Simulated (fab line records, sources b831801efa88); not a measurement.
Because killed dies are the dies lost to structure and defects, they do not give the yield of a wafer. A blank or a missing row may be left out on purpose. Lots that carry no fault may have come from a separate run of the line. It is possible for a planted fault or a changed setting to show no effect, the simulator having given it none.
Matching of chambers ; flow sky130 ; SKY_VIA4_CMP_02 on cmp-02: 4 sister chambers
The step polishes SiO2. 8 wafers are shown with their chamber, then 10 later ones without.

== WAFERS WITH THEIR CHAMBER ==
wafer;chamber;motor-current-A (A)
L082.2;0;10.7
L082.3;3;10.9
L084.3;0;10.7
L087.2;1;11.7
L087.3;2;9.5
L087.5;3;11.3
L086.1;2;9.8
L086.2;1;11.7

== WAFERS WITHOUT THEIR CHAMBER ==
wafer;motor-current-A (A)
L086.6;10.3
L093.3;11.4
L093.4;10.9
L093.5;11.2
L092.1;10.7
L092.3;9.4
L092.4;11.9
L094.1;11.2
L094.2;10.0
L094.6;9.4

== EACH ONE'S CHAMBER ==
wafer;from the rows above;in truth
L086.6;can't be placed: 0 or 2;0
L093.3;can't be placed: 1 or 3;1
L093.4;can't be placed: 0 or 3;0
L093.5;3;3
L092.1;0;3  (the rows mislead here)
L092.3;2;2
L092.4;1;1
L094.1;3;3
L094.2;can't be placed: 2 or 0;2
L094.6;2;2
5 of 10 placed correctly. These rows do not allow placing 4 (true chamber among the candidates in 4). Placed wrongly: 1.
How it was worked out, from the rows above alone: a wafer's distance from a chamber is the root of the sum, over the readings, of the square of ((its reading less the chamber's mean) divided by the reading's scatter). If the next closest chamber is less than 2 further off than the closest, the wafer can't be placed; otherwise it belongs to the closest. A chamber's mean is the mean of its shown wafers. How the scatter is found: for the shown wafers, subtract from each reading the mean of its chamber, square and add these, divide the total by (wafers less chambers), then take the root.
